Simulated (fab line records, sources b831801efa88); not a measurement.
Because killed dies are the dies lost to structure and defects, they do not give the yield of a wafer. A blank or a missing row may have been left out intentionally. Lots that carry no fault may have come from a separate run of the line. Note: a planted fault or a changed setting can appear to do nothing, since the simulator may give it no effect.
Comparing a struck lot with a sound one | flow sfqLine | 14 out of 325 route steps
Sound: these wafers, L904.1, L904.3, L904.4. Struck: wafer L909.2. (L909.1, L909.6 of the same lot were not struck and are left out.) The cause comes at the end.
For every step that has rows: the tool of each side, followed by ch and its chambers, followed by its first start. Under that, the readings that differ: sound wafers | struck wafers | difference of the means | sigmas: that difference in standard deviations of wafers without a fault.
alike: same words and numbers on both sides, and readings whose means sit less than 2 such deviations apart. not compared: any withheld reading, any reading some wafer has no value for, any bound like >300 that may hide the same value, and any number with overlapping values for which the record gives no deviation.
Wherever a step has rows on one side only, a row that says differs or no value, or a row with sigmas, the two part there. Non-overlapping numbers with no deviation appear without sigmas and do not part them. Lack of a reading on every wafer of one side parts them only where that side has two or more wafers.

first, 1 step without rows for these wafers: SFQ_TRILAYER_M1_STRIP_SOLV_CLEAN_044 (cleans in NMP, time 600 s).
SFQ_TRILAYER_I1_DEP_PECVD_045: deposits SiO2 from SiH4/N2O, time 111.11 s, target thk 500 nm.
  sound on pecvd-02 ch 0,1,2, day 19 01:44; struck on pecvd-03 ch 2, day 21 15:02
reading               | sound          | struck | difference | sigmas
heaterPowerOuterW (W) | 20 42 32       | 58     | +27        | +2
throttleValvePct (%)  | 25.2 25.8 26.8 | 28.7   | +2.8       | +2
  alike: heaterPowerW
SFQ_TRILAYER_I1_CMP_CMP_046: polishes SiO2.
  sound on cmp-01 ch 0,1,3, day 19 01:49; struck on cmp-01 ch 1, day 21 17:22
  alike: motorCurrentA, timeToEndpointS
SFQ_I1_BOW_MEAS_912:
  sound: filmMetro-02 at day 19 04:49; struck: filmMetro-02 at day 21 20:22
  alike: I1_BOW
SFQ_TRILAYER_I1_METRO_MEASURE_047:
  sound: filmMetro-02 at day 19 04:56; struck: filmMetro-02 at day 21 20:29
  alike: thkNm
then, 6 steps without rows for these wafers: SFQ_TRILAYER_I1_VIA_LITHO_COAT_054 (resist thk 62 nm); SFQ_TRILAYER_I1_VIA_LITHO_COAT_049 (resist thk 650 nm); SFQ_TRILAYER_I1_VIA_LITHO_SOFTBAKE_053; SFQ_TRILAYER_I1_VIA_LITHO_EXPOSE_050 (exposes mask I1, target cd 500 nm); SFQ_TRILAYER_I1_VIA_LITHO_PEB_052 (peb time 60 s); SFQ_TRILAYER_I1_VIA_LITHO_DEVELOP_051 (time 60 s).
-- the record jumps here: 6 days lie between the struck wafers' starts before and after --
SFQ_I1_OVL_MEAS_913:
  sound: overlay-01 at day 25 23:22; struck: overlay-02 at day 28 00:34
reading     | sound    | struck | difference | sigmas
I1_OVL (nm) | -1 -8 -2 | 9      | +13        | +2
SFQ_TRILAYER_I1_VIA_BARC_OPEN_VIA_ETCH_071: etches BARC in O2, target depth 125 nm, time 41.7 s.
  sound on rieDiel-03 ch 1,2,3, day 25 23:24; struck on rieDiel-03 ch 2, day 28 00:36
reading             | sound             | struck | difference | sigmas
biasW (W)           | 80.36 79.79 80.24 | 92.88  | +12.75     | +51
rfHoursCounterH (h) | 3 7 7             | 8      | +2         | 
  alike: drypumpMotorCurrentA, oesProductAu
SFQ_TRILAYER_I1_VIA_ETCH_VIA_ETCH_052: etches SiO2 in CHF3, stops on Nb, target depth 260 nm.
  sound on rieDiel-03 ch 0,1, day 25 23:26; struck on rieDiel-03 ch 2, day 28 00:38
reading                  | sound       | struck | difference | sigmas
drypumpMotorCurrentA (A) | 5.2 6.1 5.2 | 6.7    | +1.2       | +2
  alike: biasW, oesProductAu

WHERE THEY PART
Last at SFQ_TRILAYER_I1_VIA_ETCH_VIA_ETCH_052 as far as this record goes, first at SFQ_TRILAYER_I1_DEP_PECVD_045.

WHY: what the simulator had put in
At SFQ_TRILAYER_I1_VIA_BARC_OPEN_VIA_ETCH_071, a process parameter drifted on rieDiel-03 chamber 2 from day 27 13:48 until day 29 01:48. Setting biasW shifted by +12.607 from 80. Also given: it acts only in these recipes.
